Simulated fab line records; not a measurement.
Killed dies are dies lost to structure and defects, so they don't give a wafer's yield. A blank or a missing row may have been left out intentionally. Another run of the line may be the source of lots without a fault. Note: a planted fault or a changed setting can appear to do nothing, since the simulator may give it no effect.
A struck lot beside a sound one :: flow sky130 :: 22 out of 708 route steps
Sound: these wafers, L172.2, L172.3, L172.4. Struck: wafers L189.1, L189.4, L189.5. The cause is given at the end.
Per side, at each step with rows, come the tool, then ch with its chambers, and then its first start. Under that, the readings that differ: sound wafers :: struck wafers :: difference of the means :: sigmas: that difference in standard deviations of wafers without a fault.
alike: readings whose means differ by less than 2 such deviations, and words and numbers that are the same on both sides. not compared: withheld readings, readings that some wafer has no value for, bounds like >300 that may hide the same value, and numbers for which the record gives no deviation and whose values overlap.
The two part at a step that has a row with sigmas, a row that says differs or no value, or rows on one side only. Non-overlapping numbers with no deviation appear without sigmas and do not part them. A reading missing from all wafers of one side parts the sides only when that side holds two or more wafers.

SKY_METAL4_ETCH_17: etches SiO2 in C4F8/O2/Ar, stops on TiN, time 3.9 s, target depth 15 nm.
  sound on rie diel-01 ch 0,2,3, day 43 09:45; struck on rie diel-01 ch 0,1,2, day 47 18:43
  alike: oes product au, rf fwd power W
  not compared: rf hours counter h
SKY_METAL4_METAL_ETCH_18: etches the open film in Cl2/BCl3, stops on SiO2, target depth 845 nm, time 183.1 s.
  sound on rie metal-03 ch 1, day 43 09:50; struck on rie metal-02 ch 0, day 47 18:44
reading: drypump motor current A (A)
sound: 6.3 6.3 6.3
struck: 5.2 5.1 5.2
difference: -1.1
sigmas: -3
  alike: bcl3 flow sccm, oes product au, rf fwd power W, throttle valve pct
  not compared: rf hours counter h
SKY_METAL4_STRIP_19: strips in O2/N2.
  sound on plasma asher-02 ch 0,1, day 43 10:08; struck on plasma asher-02 ch 0,1, day 47 19:06
  alike: drypump motor current A, oes product au, strip time to endpoint s
  not compared: rf hours counter h
then, 4 steps without rows for these wafers: SKY_METAL4_STRIP_20 (strips in post etch residue remover, time 1200 s); SKY_METAL4_CLEAN_21 (cleans in IPA, time 180 s); SKY_METAL4_CLEAN_22 (cleans in O3/DIW); SKY_VIA4_HDPCVD_00 (deposits SiO2, target thk 1750 nm, time 291.7 s).
SKY_VIA4_THK_MEAS_01:
  sound on film metro-01, day 43 10:56; struck on film metro-04, day 47 19:52
  alike: VIA4_HDPCVD_THK
SKY_VIA4_CMP_02: polishes SiO2.
  sound on cmp-02 ch 0,1,3, day 43 10:59; struck on cmp-02 ch 0,3, day 47 19:59
  alike: motor current A
SKY_VIA4_BOW_MEAS_03:
  sound on film metro-01, day 43 11:18; struck on film metro-04, day 47 20:17
  alike: VIA4_BOW
then, 2 steps without rows for these wafers: SKY_VIA4_DEHYDRATE_04 (time 60 s); SKY_VIA4_HMDS_05 (prime time 60 s).
SKY_VIA4_COAT_06: resist thk 1140 nm.
  sound on litho track-04 ch 0, day 43 22:21; struck on litho track-01 ch 0, day 48 05:10
reading: model.NOVOLAK_of_VIA4_COAT_06.thk nm (nm)
sound: 1143 1144 1148
struck: 1081 1084 1081
difference: -63
sigmas: 
then, 4 steps without rows for these wafers: SKY_VIA4_SOFTBAKE_07 (time 60 s); SKY_VIA4_EXPOSE_08 (exposes mask VIM4, target cd 800 nm); SKY_VIA4_PEB_09; SKY_VIA4_DEVELOP_10 (develop time 60 s).
SKY_VIA4_OVL_MEAS_11:
  sound on overlay-02, day 44 09:31; struck on overlay-02, day 48 14:40
  alike: VIA4_OVL
SKY_VIA4_ETCH_12: etches SiO2 in C4F8/O2/Ar, stops on TiN, target depth 580 nm.
  sound on rie diel-04 ch 0,2,3, day 44 09:33; struck on rie diel-03 ch 1,2, day 48 14:42
reading: model.NOVOLAK_of_VIA4_COAT_06.thk nm (nm)
sound: 1016 1014 1014
struck: 950.6 953 952.4
difference: -62.7
sigmas: 

reading: model.VIA4.cd nm (nm)
sound: 799.5 798.7 801.8
struck: 802.7 803.2 801.9
difference: +2.6
sigmas: 
  alike: oes product au, rf fwd power W
SKY_VIA4_STRIP_13: strips in O2/N2.
  sound on plasma asher-03 ch 0,1, day 44 09:38; struck on plasma asher-01 ch 0,1, day 48 14:46
reading: strip time to endpoint s (s)
sound: 12.856 12.820 12.834
struck: 12.175 12.199 12.182
difference: -0.651
sigmas: -22
  alike: drypump motor current A, oes product au
  not compared: rf hours counter h
then, 2 steps without rows for these wafers: SKY_VIA4_STRIP_14 (strips in post etch residue remover, time 1200 s); SKY_PAD_OPEN_PROBE_99.

WHERE THEY PART
At SKY_METAL4_METAL_ETCH_18 first; at SKY_VIA4_STRIP_13 last (within this record only).

WHY: whatever the simulator had introduced
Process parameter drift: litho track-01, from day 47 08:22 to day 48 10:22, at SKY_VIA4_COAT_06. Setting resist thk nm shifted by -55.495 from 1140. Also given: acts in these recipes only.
